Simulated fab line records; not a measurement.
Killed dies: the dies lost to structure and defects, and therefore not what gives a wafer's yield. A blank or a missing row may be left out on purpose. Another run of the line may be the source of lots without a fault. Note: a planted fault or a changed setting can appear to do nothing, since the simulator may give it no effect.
A single fault, viewed from 2 desks	flow sky130	only its own numbers are on each desk; what lay behind them is given at the end

== FROM THE METROLOGY DESK ==
Lot by lot, what the gauges showed, no matter which tool ran the lot: averages of those sampled wafers that carry a number. The brackets show how far a lot's mean lies from the usual mean; more than 4 standard deviations puts the lot out of limits, marked OUT.
Columns: A = CAPM_TIN_RS at SKY_CAPM_RS_MEAS_03, usual 6.93 ohm/sq; B = cd-nm at SKY_METAL3_CD_MEAS_13, usual 300.0 nm
lot	first seen here	A	B
L972	day 37 05:26	6.90	300.4
L974	day 37 22:26	6.90	302.5
L975	day 38 00:35	6.87	300.1
L976	day 38 15:10	6.92	301.0
L981	day 40 04:46	6.95	301.2
L983	day 40 07:07	6.92	298.7
L984	day 40 08:37	7.02	300.5
L982	day 40 10:33	6.92	300.5
L985	day 40 18:43	6.89	298.5
L987	day 41 03:47	7.05	302.9
L992	day 42 17:40	6.91	300.8
This desk found nothing out of limits on any of the 11 lots.

== TOOL OWNER'S DESK, litho-track-04 ==
The tool's own readings at SKY_VIA3_COAT_07 (resist thk 450 nm): means of the sampled wafers that have a number, for each lot that ran on this tool. The brackets show how far a lot's mean lies from the usual mean; more than 4 standard deviations puts the lot out of limits, marked OUT.
Columns: A = spin-speed-rpm at SKY_VIA3_COAT_07, usual 2999.8 rpm
lot	first seen here	A
L974	day 40 14:00	3000.0
L976	day 41 05:00	3002.1
L981	day 42 18:00	3001.3
L983	day 42 21:00	3000.5
L984	day 42 22:00	3000.4
L982	day 43 00:00	2998.2
L985	day 43 07:00	3368.1 (+99 or more) OUT
L987	day 43 15:00	3370.0 (+99 or more) OUT
This desk finds L985, L987 out of limits, L985 being first, at day 43 07:00 (spin-speed-rpm at SKY_VIA3_COAT_07). Within limits: L974, L976, L981, L983, L984, L982.

== ALL TOGETHER ==
An alarm could have come from the tool owner's desk at day 43 07:00, on L985, L987.
Nothing out of limits was seen by the metrology desk.
The metrology desk holds a record of L985, L987, inside its limits.
On litho-track-04, each named lot ran SKY_VIA3_COAT_07.

== WHAT HAD BEEN PUT IN BY THE SIMULATOR ==
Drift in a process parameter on litho-track-04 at SKY_VIA3_COAT_07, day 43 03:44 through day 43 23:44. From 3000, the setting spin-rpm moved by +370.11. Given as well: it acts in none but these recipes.
Lots struck among those shown: L985, L987.
Delay in hours, fault start to first out-of-limits reading, by desk: the tool owner's desk at 3.
